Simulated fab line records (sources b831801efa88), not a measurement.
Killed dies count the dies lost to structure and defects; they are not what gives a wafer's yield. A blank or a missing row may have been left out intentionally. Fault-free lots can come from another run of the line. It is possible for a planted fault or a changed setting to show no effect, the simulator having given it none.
One fault through the eyes of 2 desks | flow gf180mcu | every desk sees just its own numbers, and what lay behind them comes last

THE TOOL OWNER'S DESK: litho-track-03
The tool's own readings at GF_TOP_METAL_COAT_09 (resist thk 1500 nm): means of the sampled wafers that have a number, for each lot that ran on this tool. The brackets show how far a lot's mean lies from the usual mean; more than 4 standard deviations puts the lot out of limits, marked OUT.
Columns: A = spin-speed-rpm at GF_TOP_METAL_COAT_09, usual 2999.7 rpm
lot  | first seen here | A
L785 | day 28 16:24    | 3001.8
L789 | day 29 17:44    | 2999.4
L791 | day 30 07:09    | 3002.0
L792 | day 30 08:27    | 2999.8
L795 | day 31 10:30    | 2998.3
L802 | day 33 00:18    | 3036.2 (+15) OUT
L803 | day 33 04:42    | 3037.4 (+15) OUT
This desk's verdict: out of limits on L802, L803, starting with L802 at day 33 00:18 (spin-speed-rpm at GF_TOP_METAL_COAT_09). Within limits: L785, L789, L791, L792, L795.

METROLOGY DESK
Means of the sampled wafers that have a number, per lot and without regard to the tool the lot ran on: this is what the gauges read. The brackets show how far a lot's mean lies from the usual mean; more than 4 standard deviations puts the lot out of limits, marked OUT.
Columns: A = V5_BOW at GF_V5_BOW_MEAS_05, usual 136 um
lot  | first seen here | A
L783 | day 26 13:33    | 138
L785 | day 27 08:52    | 145
L786 | day 27 12:43    | 132
L787 | day 27 18:44    | 142
L789 | day 28 10:47    | 136
L791 | day 29 01:15    | 126
L792 | day 29 03:12    | 136
L793 | day 29 12:53    | 141
L795 | day 30 05:55    | 131
L802 | day 31 22:20    | 124
L803 | day 32 02:13    | 132
L805 | day 32 21:08    | 128
L806 | day 32 23:02    | 141
This desk's finding: nothing out of limits on any of the 13 lots.

ALL TOGETHER
On L802, L803, at day 33 00:18, an alarm was possible from the tool owner's desk.
At the metrology desk, nothing out of limits was observed.
The metrology desk has L802, L803 on record, within its limits.
GF_TOP_METAL_COAT_09 was run on litho-track-03 by each of the lots named.

WHAT THE SIMULATOR PUT IN
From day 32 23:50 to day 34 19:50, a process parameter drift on litho-track-03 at GF_TOP_METAL_COAT_09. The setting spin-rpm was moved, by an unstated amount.
Lots struck among those shown: L802, L803.
Delay in hours, fault start to first out-of-limits reading, by desk: the tool owner's desk at 0.
